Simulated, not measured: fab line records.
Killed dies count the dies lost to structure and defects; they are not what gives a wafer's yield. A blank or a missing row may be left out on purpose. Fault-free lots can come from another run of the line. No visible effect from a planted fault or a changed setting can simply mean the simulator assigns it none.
Comparing a struck lot with a sound one || flow sfq_line || 14 steps out of a route of 325
Sound: wafers L258.1, L258.3, L258.6. Struck: wafer L248.6 (left out: L248.3, a lot-mate that was not struck); the cause follows at the end.
Per side, at each step with rows, come the tool, then ch with its chambers, and then its first start. Under that, the readings that differ: sound wafers || struck wafers || difference of the means || sigmas: that difference in standard deviations of wafers without a fault.
alike: readings with means less than 2 such deviations apart, plus words and numbers identical on both sides. not compared: withheld readings, readings lacking a value on some wafer, bounds such as >300 that could conceal the same value, and numbers that have no deviation in the record and whose values overlap.
A row with sigmas, a row that says differs or no value, or rows on one side alone: a step with any of these is where the two part. Numbers that don't overlap but have no deviation are shown without sigmas and don't part them. A reading missing from all wafers of one side parts the sides only when that side holds two or more wafers.

first, 2 steps without rows for these wafers: SFQ_TRILAYER_C5_STRIP_SOLV_CLEAN_156 (cleans in NMP, time 600 s); SFQ_TRILAYER_M6_DEP_PRE_CLEAN_158 (time 22.5 s).
SFQ_TRILAYER_M6_DEP_SPUTTER_157: material Nb, target thk 200 nm, time 133.3 s.
  struck on pvd_sputter-03, day 54 00:05; sound on pvd_sputter-03, day 70 03:59
  alike: throttle_valve_pct
SFQ_M6_RS_MEAS_938: the measuring method here is four-point-probe.
  struck on film_metro-03, day 54 00:13; sound on film_metro-02, day 70 04:04
  alike: M6_NB_RS
then, 6 steps without rows for these wafers: SFQ_TRILAYER_M6_LITHO_COAT_164 (resist thk 62 nm); SFQ_TRILAYER_M6_LITHO_COAT_159 (resist thk 600 nm); SFQ_TRILAYER_M6_LITHO_SOFTBAKE_163; SFQ_TRILAYER_M6_LITHO_EXPOSE_160 (exposes mask M6, target cd 500 nm); SFQ_TRILAYER_M6_LITHO_PEB_162 (peb time 60 s); SFQ_TRILAYER_M6_LITHO_DEVELOP_161 (time 60 s).
-- the record jumps here: 5 days lie between the struck wafers' starts before and after --
SFQ_M6_OVL_MEAS_940:
  struck on overlay-02, day 59 04:37; sound on overlay-02, day 73 04:11
  alike: M6_OVL
SFQ_TRILAYER_M6_BARC_OPEN_METAL_ETCH_206: etches BARC in O2, target depth 125 nm, time 41.7 s.
  sound on rie_metal-01 ch 0,1, day 73 04:14; struck on rie_metal-04 ch 0, day 59 04:40
{"reading": "oes_product_au (a.u.)", "sound": "0.685 0.687 0.684", "struck": 0.751, "difference": "+0.066", "sigmas": "+14"}
{"reading": "run_length_s (s)", "sound": "69.7 70.4 70.4", "struck": 65.7, "difference": -4.5, "sigmas": -6}
{"reading": "model.KrF_of_TRILAYER_M6_LITHO_COAT_159.thk_nm (nm)", "sound": "519.7 521.9 523.6", "struck": 529.7, "difference": "+8.0", "sigmas": ""}
  alike: drypump_motor_current_A
  not compared: rf_hours_counter_h
SFQ_TRILAYER_M6_ETCH_METAL_ETCH_162: etches Nb in Cl2/Ar, stops on SiO2, target depth 240 nm, time 120 s.
  sound on rie_metal-01 ch 0,1, day 73 04:17; struck on rie_metal-04 ch 0, day 59 04:45
{"reading": "model.KrF_of_TRILAYER_M6_LITHO_COAT_159.thk_nm (nm)", "sound": "374.1 381.8 383.7", "struck": 384.6, "difference": "+4.7", "sigmas": ""}
  alike: drypump_motor_current_A, oes_product_au, run_length_s
  not compared: rf_hours_counter_h
SFQ_TRILAYER_M6_STRIP_STRIP_163: strips in O2.
  sound on rie_metal-01 ch 0,1, day 73 04:25; struck on rie_metal-04 ch 0, day 59 05:02
  alike: drypump_motor_current_A, oes_product_au
  not compared: rf_hours_counter_h

WHERE THEY PART
Only at SFQ_TRILAYER_M6_BARC_OPEN_METAL_ETCH_206, as far as this record shows. Later steps at which nothing parts them and some readings are alike: SFQ_TRILAYER_M6_ETCH_METAL_ETCH_162, SFQ_TRILAYER_M6_STRIP_STRIP_163.

WHY: the cause the simulator had injected
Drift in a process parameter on rie_metal-04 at SFQ_TRILAYER_M6_BARC_OPEN_METAL_ETCH_206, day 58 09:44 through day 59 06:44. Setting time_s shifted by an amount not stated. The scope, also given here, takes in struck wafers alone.
